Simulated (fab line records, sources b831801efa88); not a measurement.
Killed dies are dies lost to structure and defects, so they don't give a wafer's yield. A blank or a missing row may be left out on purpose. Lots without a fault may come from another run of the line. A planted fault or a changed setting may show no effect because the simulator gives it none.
A struck lot beside a sound one | flow sfq_line | 15 steps out of a route of 325
Sound: wafers L566.2, L566.3, L566.6. Struck: wafers L578.3, L578.4, L578.6. The cause comes at the end.
At each step with rows: each side's tool, then ch and its chambers, then its first start. Under that, the readings that differ: sound wafers | struck wafers | difference of the means | sigmas: that difference in standard deviations of wafers without a fault.
alike: readings whose means differ by less than 2 such deviations, and words and numbers that are the same on both sides. not compared: withheld readings, readings that some wafer has no value for, bounds like >300 that may hide the same value, and numbers for which the record gives no deviation and whose values overlap.
The two part at a step that has a row with sigmas, a row that says differs or no value, or rows on one side only. Numbers that don't overlap but have no deviation are shown without sigmas and don't part them. A reading that every wafer of one side lacks parts them only if that side has two wafers or more.

first, 1 step without rows for these wafers: SFQ_TRILAYER_M3_STRIP_SOLV_CLEAN_080 (cleans in NMP, time 600 s).
SFQ_TRILAYER_I3_DEP_PECVD_081: deposits SiO2 from SiH4/N2O, time 111.11 s, target thk 500 nm.
  sound on pecvd-03 ch 1,2, day 37 15:26; struck on pecvd-02 ch 1,2, day 46 05:36
  reading                | sound          | struck         | difference | sigmas
  throttle_valve_pct (%) | 25.3 26.3 25.3 | 21.2 21.2 23.0 | -3.8       | -2
  alike: heater_power_w
SFQ_TRILAYER_I3_CMP_CMP_082: polishes SiO2.
  sound on cmp-02 ch 0,3, day 38 17:32; struck on cmp-02 ch 0,1,3, day 46 21:04
  alike: motor_current_A, time_to_endpoint_s
SFQ_I3_BOW_MEAS_922:
  sound on film_metro-01, day 38 20:33; struck on film_metro-02, day 47 00:06
  alike: I3_BOW
SFQ_TRILAYER_I3_METRO_MEASURE_083:
  sound on film_metro-01, day 38 20:51; struck on film_metro-02, day 47 00:35
  alike: thk_nm
then, 6 steps without rows for these wafers: SFQ_TRILAYER_I3_VIA_LITHO_COAT_090 (resist thk 62 nm); SFQ_TRILAYER_I3_VIA_LITHO_COAT_085 (resist thk 650 nm); SFQ_TRILAYER_I3_VIA_LITHO_SOFTBAKE_089; SFQ_TRILAYER_I3_VIA_LITHO_EXPOSE_086 (exposes mask I3, target cd 500 nm); SFQ_TRILAYER_I3_VIA_LITHO_PEB_088 (peb time 60 s); SFQ_TRILAYER_I3_VIA_LITHO_DEVELOP_087 (time 60 s).
-- the record jumps here: 4 days lie between the struck wafers' starts before and after --
SFQ_I3_OVL_MEAS_923:
  sound on overlay-01, day 43 23:17; struck on overlay-02, day 51 06:13
  alike: I3_OVL
SFQ_TRILAYER_I3_VIA_BARC_OPEN_VIA_ETCH_121: etches BARC in O2, target depth 125 nm, time 41.7 s.
  sound on rie_diel-03 ch 2,3, day 43 23:19; struck on rie_diel-02 ch 1,2,3, day 51 06:14
  reading                                                 | sound             | struck            | difference | sigmas
  oes_product_au (a.u.)                                   | 0.681 0.684 0.681 | 0.816 0.818 0.828 | +0.139     | +30
  run_length_s (s)                                        | 70.4 69.6 70.0    | 61.2 60.0 59.8    | -9.7       | -24
  time_s (s)                                              | 41.7 41.7 41.7    | 29.19 29.19 29.19 | -12.51     |
  model.KrF_of_TRILAYER_I3_VIA_LITHO_COAT_085.thk_nm (nm) | 574.3 577.6 571.5 | 589.8 590.5 592.1 | +16.3      |
  alike: drypump_motor_current_A
  not compared: rf_hours_counter_h
SFQ_TRILAYER_I3_VIA_ETCH_VIA_ETCH_088: etches SiO2 in CHF3, stops on Nb, target depth 260 nm.
  sound on rie_diel-03 ch 2,3, day 43 23:21; struck on rie_diel-02 ch 1,2,3, day 51 06:17
  reading                                                 | sound           | struck            | difference | sigmas
  model.KrF_of_TRILAYER_I3_VIA_LITHO_COAT_085.thk_nm (nm) | 529 533.7 526.2 | 545.9 546.8 547.7 | +17.2      |
  alike: drypump_motor_current_A, oes_product_au
SFQ_TRILAYER_I3_VIA_STRIP_STRIP_089: strips in O2.
  sound on rie_metal-03 ch 0,1, day 43 23:28; struck on rie_metal-02 ch 0,1, day 51 06:35
  reading                     | sound       | struck      | difference | sigmas
  drypump_motor_current_A (A) | 6.0 6.4 6.3 | 5.4 5.1 5.4 | -0.9       | -2
  alike: oes_product_au
  not compared: rf_hours_counter_h

WHERE THEY PART
First at SFQ_TRILAYER_I3_DEP_PECVD_081; last, within this record, at SFQ_TRILAYER_I3_VIA_STRIP_STRIP_089.

WHY: what the simulator had put in
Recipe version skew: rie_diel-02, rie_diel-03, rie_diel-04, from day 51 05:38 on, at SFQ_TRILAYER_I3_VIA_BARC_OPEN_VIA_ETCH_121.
